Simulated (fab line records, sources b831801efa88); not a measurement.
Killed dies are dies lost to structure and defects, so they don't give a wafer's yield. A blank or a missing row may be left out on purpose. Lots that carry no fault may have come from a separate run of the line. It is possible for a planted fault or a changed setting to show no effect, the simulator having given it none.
fab line records + flow sky130
[record]
- lots = 13
- wafers = 36
- last-day = 49
route steps=708 shown LI_CONTACT@363 CONTACT@430 METAL1@435 VIA2@516 PAD_OPEN@708
lots with no fault: from the same line, run without faults
start-h: hours from the record's first day to the start of the lot's first wafer shown + wait-h: hours since the lot's step before + " as in the row above + L1.1+2: several wafers, shown together as one row + - value missing, or start not given + * or withheld: withheld + < > ~ a bound
route shown NAME@n: NAME is a module with steps in the file, n the number in the route of the first one + usual: mean/standard deviation of fault-free wafers + same: alike in all rows + chamber/n: place in a boat + sites: readings site by site + _std_site: standard deviation of those values + _edge_site: the outer-site mean with the inner-site mean subtracted + radius-mm: how far each site lies from the wafer's centre + mask NAME#n: copy n + behind: tool/chamber where the wafer was last shaped + hold: what put the lot on hold/how long, in hours/how the hold closed + device: the transistor (n, p or np) that didn't switch + end of line: at the end of the route, the tests of the same wafers + where a step has no rows: the recipe by itself + killed: the dies lost at the first sort to structure and to defects; this is not the yield of the wafer + map: a wafer's dies, marking killed ones x, the rest . and places with no die _
set.NAME: setting as actually run; set.NAME@STEP: the setting as run at that earlier step + model.NAME: the simulator's own value behind a step, which no gauge read
steps of the route over a sample of lots; a table a step, a row a wafer
services: the hour from which a tool's chamber was out of use, counted from the record's first day as start-h (under 0 if before that day), plus the number of hours and why
[[steps]]
[step SKY_LI_CONTACT_THK_MEAS_01]
[recipe]
- reads = PSG_of_LI_CONTACT_HDPCVD_00
[usual]
- LI_CONTACT_HDPCVD_THK = 927/9.5
| lot.wafer | tool          | chamber | start-h | wait-h | LI_CONTACT_HDPCVD_THK[nm] |
|-----------|---------------|---------|---------|--------|---------------------------|
| L251.1    | film-metro-04 | -       | 640.77  | 0.1    | 922                       |
| L251.3    | "             | -       | "       | "      | 926                       |
| L251.6    | "             | -       | "       | "      | 935                       |
| L252.1    | film-metro-04 | -       | 642.59  | 0.1    | 945                       |
| L252.3    | "             | -       | "       | "      | 922                       |
| L252.5    | "             | -       | "       | "      | 939                       |
| L254.1    | film-metro-04 | -       | 663.73  | 0.1    | 932                       |
| L254.4    | "             | -       | "       | "      | 929                       |
| L254.5    | "             | -       | "       | "      | 941                       |
| L255.1    | film-metro-04 | -       | 671.12  | 0.1    | 924                       |
| L255.2    | "             | -       | "       | "      | 921                       |
| L255.5    | "             | -       | "       | "      | 935                       |
| L258.2    | film-metro-02 | -       | 703.23  | 0.1    | 927                       |
| L258.5    | "             | -       | "       | "      | 918                       |
| L258.6    | "             | -       | "       | "      | 918                       |
| L260.4    | film-metro-03 | -       | 745.16  | 0.0    | 919                       |
| L260.5    | "             | -       | "       | "      | 934                       |
| L260.6    | "             | -       | "       | "      | 930                       |
| L262.2    | film-metro-02 | -       | 754.68  | 0.1    | 943                       |
| L262.4    | "             | -       | "       | "      | 937                       |
| L262.6    | "             | -       | "       | "      | 932                       |
| L263.3    | film-metro-02 | -       | 766.20  | 0.1    | 919                       |
| L263.4    | "             | -       | "       | "      | 925                       |
| L263.5    | "             | -       | "       | "      | 928                       |
| L265.4    | film-metro-03 | -       | 770.94  | 0.0    | 920                       |
| L265.5    | "             | -       | "       | "      | 928                       |
| L265.6    | "             | -       | "       | "      | 912                       |
| L266.1    | film-metro-03 | -       | 776.84  | 0.1    | 924                       |
| L266.3    | "             | -       | "       | "      | 936                       |
| L266.4    | "             | -       | "       | "      | 913                       |
| L267.2    | film-metro-03 | -       | 779.89  | 0.1    | 945                       |
| L267.5    | "             | -       | "       | "      | 943                       |
| L269.3    | film-metro-02 | -       | 784.64  | 0.1    | 920                       |
| L269.5    | "             | -       | "       | "      | 927                       |
| L268.3    | film-metro-03 | -       | 787.89  | 0.1    | 914                       |
| L268.5    | "             | -       | "       | "      | 912                       |
[step SKY_CONTACT_CVD_24]
[recipe]
- material = W
- target-thk-nm = 340
- time-s = 102.12
- temp-c = 400
- pressure-torr = 40
[usual]
- heater-power-w = 858/52
| lot.wafer | tool     | chamber | start-h | wait-h | heater-power-w |
|-----------|----------|---------|---------|--------|----------------|
| L251.1    | cvd-w-01 | 0       | 729.52  | 0.0    | 775            |
| L251.3    | "        | 0       | "       | "      | 747            |
| L251.6    | "        | 1       | "       | "      | 914            |
| L252.1    | cvd-w-01 | 1       | 731.08  | 0.0    | 934            |
| L252.3    | "        | 0       | "       | "      | 776            |
| L252.5    | "        | 1       | "       | "      | 911            |
| L254.1    | cvd-w-02 | 1       | 750.72  | 0.0    | 830            |
| L254.4    | "        | 0       | "       | "      | 925            |
| L254.5    | "        | 1       | "       | "      | 827            |
| L255.1    | cvd-w-02 | 1       | 759.25  | 0.0    | 860            |
| L255.2    | "        | 0       | "       | "      | 896            |
| L255.5    | "        | 1       | "       | "      | 832            |
| L258.2    | cvd-w-02 | 0       | 790.05  | 0.0    | 887            |
| L258.5    | "        | 0       | "       | "      | 866            |
| L258.6    | "        | 1       | "       | "      | 820            |
| L260.4    | cvd-w-02 | 0       | 828.38  | 0.1    | 917            |
| L260.5    | "        | 0       | "       | "      | 890            |
| L260.6    | "        | 1       | "       | "      | 876            |
| L262.2    | cvd-w-02 | 0       | 838.65  | 0.0    | 896            |
| L262.4    | "        | 1       | "       | "      | 824            |
| L262.6    | "        | 1       | "       | "      | 838            |
| L263.3    | cvd-w-02 | 0       | 848.60  | 0.1    | 882            |
| L263.4    | "        | 1       | "       | "      | 829            |
| L263.5    | "        | 0       | "       | "      | 906            |
| L265.4    | cvd-w-01 | 1       | 853.32  | 0.1    | 912            |
| L265.5    | "        | 1       | "       | "      | 918            |
| L265.6    | "        | 0       | "       | "      | 774            |
| L266.1    | cvd-w-01 | 0       | 858.84  | 0.0    | 777            |
| L266.3    | "        | 1       | "       | "      | 931            |
| L266.4    | "        | 0       | "       | "      | 783            |
| L267.2    | cvd-w-01 | 0       | 861.55  | 0.0    | 795            |
| L267.5    | "        | 0       | "       | "      | 772            |
| L269.3    | cvd-w-02 | 0       | 866.78  | 0.1    | 887            |
| L269.5    | "        | 1       | "       | "      | 845            |
| L268.3    | cvd-w-02 | 1       | 869.13  | 0.1    | 832            |
| L268.5    | "        | 0       | "       | "      | 891            |
[step SKY_METAL1_SPUTTER_01]
[recipe]
- material = TiN
- target-thk-nm = 20
- power-w = 6500
- time-s = 16.7
- chamber-pressure-pa = 0.4
[usual]
- throttle-valve-pct = 29.6/0.93
| lot.wafer | tool           | chamber | start-h | wait-h | throttle-valve-pct |
|-----------|----------------|---------|---------|--------|--------------------|
| L251.1    | pvd-sputter-01 | -       | 730.13  | 0.0    | 28.6               |
| L251.3    | "              | -       | "       | "      | 29.3               |
| L251.6    | "              | -       | "       | "      | 29.5               |
| L252.1    | pvd-sputter-04 | -       | 731.69  | 0.0    | 29.9               |
| L252.3    | "              | -       | "       | "      | 28.4               |
| L252.5    | "              | -       | "       | "      | 30.1               |
| L254.1    | pvd-sputter-02 | -       | 751.33  | 0.0    | 28.8               |
| L254.4    | "              | -       | "       | "      | 28.4               |
| L254.5    | "              | -       | "       | "      | 29.3               |
| L255.1    | pvd-sputter-04 | -       | 759.86  | 0.0    | 31.0               |
| L255.2    | "              | -       | "       | "      | 30.0               |
| L255.5    | "              | -       | "       | "      | 31.2               |
| L258.2    | pvd-sputter-02 | -       | 790.66  | 0.0    | 29.9               |
| L258.5    | "              | -       | "       | "      | 30.2               |
| L258.6    | "              | -       | "       | "      | 29.7               |
| L260.4    | pvd-sputter-04 | -       | 828.96  | 0.0    | 30.0               |
| L260.5    | "              | -       | "       | "      | 28.0               |
| L260.6    | "              | -       | "       | "      | 29.9               |
| L262.2    | pvd-sputter-01 | -       | 839.27  | 0.0    | 28.8               |
| L262.4    | "              | -       | "       | "      | 30.7               |
| L262.6    | "              | -       | "       | "      | 28.8               |
| L263.3    | pvd-sputter-04 | -       | 849.18  | 0.0    | 30.0               |
| L263.4    | "              | -       | "       | "      | 28.6               |
| L263.5    | "              | -       | "       | "      | 29.9               |
| L265.4    | pvd-sputter-01 | -       | 853.89  | 0.0    | 29.4               |
| L265.5    | "              | -       | "       | "      | 30.7               |
| L265.6    | "              | -       | "       | "      | 29.1               |
| L266.1    | pvd-sputter-04 | -       | 859.45  | 0.0    | 31.3               |
| L266.3    | "              | -       | "       | "      | 30.0               |
| L266.4    | "              | -       | "       | "      | 30.2               |
| L267.2    | pvd-sputter-01 | -       | 862.16  | 0.0    | 28.9               |
| L267.5    | "              | -       | "       | "      | 29.1               |
| L269.3    | pvd-sputter-04 | -       | 867.36  | 0.0    | 28.4               |
| L269.5    | "              | -       | "       | "      | 28.2               |
| L268.3    | pvd-sputter-04 | -       | 869.71  | 0.0    | 29.7               |
| L268.5    | "              | -       | "       | "      | 30.0               |
[step SKY_VIA2_EXPOSE_09]
[recipe]
- mask-id = VIM2
- na = 0.8
- source-shape = annular
- sigma-inner = 0.55
- sigma-outer = 0.85
- target-cd-nm = 200
- dose-mj = 38
| lot.wafer  | tool           | chamber | start-h | wait-h | mask   |
|------------|----------------|---------|---------|--------|--------|
| L251.1+3+6 | krf-scanner-01 | 0       | 827.63  | -      | VIM2#0 |
| L252.1+3+5 | krf-scanner-02 | 0       | 831.03  | -      | VIM2#0 |
| L254.1+4+5 | krf-scanner-01 | 0       | 848.55  | -      | VIM2#0 |
| L255.1+2+5 | krf-scanner-02 | 0       | 856.53  | -      | VIM2#0 |
| L258.2+5+6 | krf-scanner-01 | 0       | 886.79  | -      | VIM2#0 |
| L260.4+5+6 | krf-scanner-02 | 0       | 922.86  | -      | VIM2#0 |
| L262.2+4+6 | krf-scanner-02 | 0       | 932.75  | -      | VIM2#0 |
| L263.3+4+5 | krf-scanner-01 | 0       | 941.99  | -      | VIM2#0 |
| L265.4+5+6 | krf-scanner-02 | 0       | 946.04  | -      | VIM2#0 |
| L266.1+3+4 | krf-scanner-02 | 0       | 951.96  | -      | VIM2#0 |
| L267.2+5   | krf-scanner-02 | 0       | 954.24  | -      | VIM2#0 |
| L269.3+5   | krf-scanner-02 | 0       | 960.20  | -      | VIM2#0 |
| L268.3+5   | krf-scanner-02 | 0       | 962.46  | -      | VIM2#0 |
[step SKY_VIA2_CD_MEAS_12]
[recipe]
- target-cd-nm = 200
[usual]
- cd-nm = 199.6/1.3
| lot.wafer | tool      | chamber | start-h | wait-h | cd-nm |
|-----------|-----------|---------|---------|--------|-------|
| L251.1    | cd-sem-01 | -       | 840.16  | -      | 200.8 |
| L251.3    | "         | -       | "       | "      | 201.1 |
| L251.6    | "         | -       | "       | "      | 201.2 |
| L252.1    | cd-sem-01 | -       | 843.66  | -      | 198.6 |
| L252.3    | "         | -       | "       | "      | 199.2 |
| L252.5    | "         | -       | "       | "      | 199.7 |
| L254.1    | cd-sem-01 | -       | 861.31  | -      | 200.5 |
| L254.4    | "         | -       | "       | "      | 201.0 |
| L254.5    | "         | -       | "       | "      | 199.4 |
| L255.1    | cd-sem-01 | -       | 868.51  | -      | 199.1 |
| L255.2    | "         | -       | "       | "      | 201.3 |
| L255.5    | "         | -       | "       | "      | 198.0 |
| L258.2    | cd-sem-02 | -       | 898.93  | -      | 200.2 |
| L258.5    | "         | -       | "       | "      | 199.0 |
| L258.6    | "         | -       | "       | "      | 199.6 |
| L260.4    | cd-sem-02 | -       | 935.58  | -      | 199.8 |
| L260.5    | "         | -       | "       | "      | 198.7 |
| L260.6    | "         | -       | "       | "      | 200.3 |
| L262.2    | cd-sem-01 | -       | 944.79  | -      | 201.6 |
| L262.4    | "         | -       | "       | "      | 199.1 |
| L262.6    | "         | -       | "       | "      | 198.7 |
| L263.3    | cd-sem-02 | -       | 953.40  | -      | 198.6 |
| L263.4    | "         | -       | "       | "      | 199.0 |
| L263.5    | "         | -       | "       | "      | 199.7 |
| L265.4    | cd-sem-02 | -       | 957.92  | -      | 199.5 |
| L265.5    | "         | -       | "       | "      | 198.5 |
| L265.6    | "         | -       | "       | "      | 198.3 |
| L266.1    | cd-sem-02 | -       | 963.87  | -      | 198.7 |
| L266.3    | "         | -       | "       | "      | 198.6 |
| L266.4    | "         | -       | "       | "      | 197.9 |
| L267.2    | cd-sem-01 | -       | 965.38  | -      | 153.4 |
| L267.5    | "         | -       | "       | "      | 199.2 |
| L269.3    | cd-sem-01 | -       | 971.45  | -      | 154.7 |
| L269.5    | "         | -       | "       | "      | 199.8 |
| L268.3    | cd-sem-01 | -       | 973.41  | -      | 152.6 |
| L268.5    | "         | -       | "       | "      | 198.6 |
[step SKY_PAD_OPEN_PROBE_99]
[usual]
- defect-limited-yield = 82.4/1.8
- killed_at_M0_to_M3 = 43/7.8
- killed_at_M4_up = 3.2/1.7
- killed-at-contacts = 24/5.2
- killed-at-front-end = 15/4.5
- killed-at-other = 0.4/0.65
- killed-dies = 87/9.1
- killed-on-rim = 17/3.5
- killed-open = 47/7.3
- killed-short = 40/6.5
- sort_bin_3_pad_short = 0.9/0.46
- sort_bin_5_function = 10.4/1.5
- sort_bin_6_memory = 6.3/1
- sort-n-pass = 405/9.1
- sort-yield-pct = 82.4/1.8
[same]
- gross-dies = 492
- killed-at-back-side = 0
- sort_bin_4_leakage[%] = 0
- sort_bin_8_speed[%] = 0
| lot.wafer | tool      | chamber | start-h | wait-h | defect-limited-yield[%] | killed_at_M0_to_M3 | killed_at_M4_up | killed-at-contacts | killed-at-front-end | killed-at-other | killed-dies | killed-on-rim | killed-open | killed-short | sort_bin_3_pad_short[%] | sort_bin_5_function[%] | sort_bin_6_memory[%] | sort-n-pass | sort-yield-pct[%] |
|-----------|-----------|---------|---------|--------|-------------------------|--------------------|-----------------|--------------------|---------------------|-----------------|-------------|---------------|-------------|--------------|-------------------------|------------------------|----------------------|-------------|-------------------|
| L266.1    | prober-02 | -       | 1163.53 | 0.1    | 83.7                    | 42                 | 0               | 23                 | 13                  | 2               | 80          | 17            | 39          | 38           | 0.8                     | 10.0                   | 5.5                  | 412         | 83.7              |
| L266.3    | prober-02 | -       | 1163.63 | 0.2    | 82.5                    | 44                 | 5               | 25                 | 11                  | 1               | 86          | 20            | 49          | 36           | 0.4                     | 10.8                   | 6.3                  | 406         | 82.5              |
| L266.4    | prober-02 | -       | 1163.68 | 0.2    | 83.9                    | 41                 | 2               | 20                 | 15                  | 1               | 79          | 13            | 44          | 34           | 0.4                     | 8.5                    | 7.1                  | 413         | 83.9              |
| L267.2    | prober-01 | -       | 1169.23 | 0.1    | 11.0                    | 398                | 5               | 24                 | 11                  | 0               | 438         | 78            | 39          | 42           | 1.0                     | 82.7                   | 5.3                  | 54          | 11.0              |
| L267.5    | prober-01 | -       | 1169.38 | 0.2    | 79.5                    | 53                 | 1               | 30                 | 17                  | 0               | 101         | 21            | 59          | 42           | 0.4                     | 12.6                   | 7.5                  | 391         | 79.5              |
| L269.3    | prober-02 | -       | 1172.98 | 0.2    | 3.7                     | 429                | 5               | 27                 | 12                  | 1               | 474         | 89            | 67          | 25           | 0.8                     | 89.0                   | 6.5                  | 18          | 3.7               |
| L269.5    | prober-02 | -       | 1173.08 | 0.2    | 81.5                    | 47                 | 2               | 18                 | 24                  | 0               | 91          | 18            | 44          | 47           | 1.4                     | 9.3                    | 7.7                  | 401         | 81.5              |
| L268.3    | prober-01 | -       | 1174.48 | 0.2    | 12.2                    | 377                | 3               | 35                 | 17                  | 0               | 432         | 81            | 51          | 47           | 1.0                     | 78.9                   | 7.9                  | 60          | 12.2              |
| L268.5    | prober-01 | -       | 1174.58 | 0.2    | 83.7                    | 34                 | 7               | 27                 | 12                  | 0               | 80          | 13            | 41          | 39           | 0.8                     | 8.3                    | 7.1                  | 412         | 83.7              |
// killed by level:class
L266.1 VIA1:geometric-particle:open=10 CONTACT:geometric-particle:open=7 LI_CONTACT:geometric-particle:open=6 VIA1:geometric-particle:short=6 VIA3:geometric-particle:short=6 LOCAL_INTERCONNECT:geometric-particle:short=5 VIA2:geometric-particle:open=5 POLY_GATE:geometric-particle:short=4
L266.3 VIA3:geometric-particle:open=11 CONTACT:geometric-particle:open=10 VIA1:geometric-particle:open=7 CONTACT:geometric-particle:short=6 METAL1:geometric-particle:short=6 METAL2:geometric-particle:short=6 LI_CONTACT:geometric-particle:open=5 FIELD_ISO:geometric-particle:open=4
L266.4 VIA1:geometric-particle:open=11 METAL1:geometric-particle:short=9 VIA3:geometric-particle:open=7 LI_CONTACT:geometric-particle:open=6 FIELD_ISO:geometric-particle:open=5 POLY_GATE:geometric-particle:short=5 CONTACT:geometric-particle:open=5 CONTACT:geometric-particle:short=5
L267.2 VIA2:area-expose=357 CONTACT:geometric-particle:open=11 VIA1:geometric-particle:open=10 VIA3:geometric-particle:short=7 VIA3:geometric-particle:open=5 LI_CONTACT:geometric-particle:short=5 METAL1:geometric-particle:short=5 METAL2:geometric-particle:short=5
L267.5 CONTACT:geometric-particle:open=15 VIA1:geometric-particle:open=9 METAL1:geometric-particle:short=8 VIA2:geometric-particle:open=7 VIA1:geometric-particle:short=6 LI_CONTACT:geometric-particle:open=6 VIA3:geometric-particle:open=6 POLY_GATE:geometric-particle:short=5
L269.3 VIA2:area-expose=382 CONTACT:geometric-particle:open=15 VIA3:geometric-particle:open=12 VIA1:geometric-particle:open=10 VIA2:geometric-particle:open=8 LI_CONTACT:geometric-particle:open=5 METAL4:geometric-particle:short=4 POLY_GATE:geometric-particle:short=4
L269.5 POLY_GATE:geometric-particle:short=9 POLY_GATE:geometric-particle:open=7 VIA3:geometric-particle:open=7 VIA2:geometric-particle:open=6 LI_CONTACT:geometric-particle:open=5 CONTACT:geometric-particle:open=5 METAL1:geometric-particle:short=5 VIA1:geometric-particle:open=5
L268.3 VIA2:area-expose=333 LI_CONTACT:geometric-particle:open=14 VIA1:geometric-particle:open=11 CONTACT:geometric-particle:short=7 CONTACT:geometric-particle:open=7 METAL2:geometric-particle:short=6 POLY_GATE:geometric-particle:short=5 METAL1:geometric-particle:short=5
L268.5 LI_CONTACT:geometric-particle:open=8 VIA1:geometric-particle:open=8 CONTACT:geometric-particle:open=7 METAL4:geometric-particle:short=6 CONTACT:geometric-particle:short=6 VIA2:geometric-particle:open=6 METAL1:geometric-particle:short=5 METAL2:geometric-particle:short=5
[[services]]
| tool           | chamber | start-h | hours | kind   |
|----------------|---------|---------|-------|--------|
| cvd-w-02       | -       | 719.27  | 0.5   | repair |
| krf-scanner-02 | -       | 721.90  | 0.8   | pm     |
| krf-scanner-01 | -       | 740.21  | 0.8   | pm     |
| krf-scanner-01 | -       | 741.15  | 1.3   | pm     |
| cvd-w-01       | -       | 755.44  | 19.2  | repair |
| cvd-w-01       | 0       | 769.08  | 3.1   | repair |
| cvd-w-01       | 1       | 788.79  | 10.5  | repair |
| pvd-sputter-04 | -       | 789.37  | 1.3   | repair |
| cvd-w-02       | -       | 800.95  | 1.3   | repair |
| krf-scanner-02 | -       | 847.60  | 4.0   | pm     |
| krf-scanner-02 | -       | 851.62  | 1.0   | pm     |
| krf-scanner-01 | -       | 870.60  | 1.0   | pm     |
| krf-scanner-02 | -       | 871.35  | 0.4   | repair |
| krf-scanner-02 | -       | 871.74  | 1.3   | pm     |
| krf-scanner-02 | -       | 890.70  | 0.8   | pm     |
| cvd-w-01       | -       | 898.18  | 6.0   | pm     |
| cvd-w-01       | -       | 904.18  | 14.0  | pm     |
| krf-scanner-01 | -       | 904.18  | 0.2   | repair |
| pvd-sputter-04 | -       | 907.88  | 53.0  | repair |
| krf-scanner-01 | -       | 909.07  | 0.8   | pm     |
| krf-scanner-01 | -       | 917.05  | 1.3   | pm     |
| cvd-w-01       | -       | 937.25  | 0.7   | repair |
| krf-scanner-01 | -       | 944.33  | 0.6   | repair |
| krf-scanner-01 | -       | 952.47  | 0.3   | repair |
[[key]]
[first-sign]
- step = SKY_VIA2_CD_MEAS_12
- reading = cd-nm
- direction = down
- sigmas = 35
- usual = 199.6
- struck = 153.6
[effect]
- step = SKY_PAD_OPEN_PROBE_99
- reading = sort_bin_5_function
- direction = up
- sigmas = 49
- usual = 10.4
- struck = 83.5
[more-kills-born-at]
- SKY_VIA2_EXPOSE_09@krf-scanner-02 = 1072
met-at SKY_VIA2_EXPOSE_09
struck-lots L267,L268,L269
struck-wafers L267.2,L268.3,L269.3
later-rows-left-out L267.2,L268.3,L269.3
not-acting-at SKY_LI_CONTACT_THK_MEAS_01,SKY_CONTACT_CVD_24,SKY_METAL1_SPUTTER_01
onset-between 951.96 954.24
[fault]
- kind = process-parameter-drift
- tool = krf-scanner-02
- chamber = -
- onset-h = 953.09
- steps = SKY_VIA2_EXPOSE_09
- channel = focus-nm
- offset = 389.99
- shape = step
- end-h = 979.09
- scope = struck-wafers-only
// later-rows-left-out: the simulator's readings of these wafers behind a module that went badly wrong aren't trusted and aren't shown, but for the sort
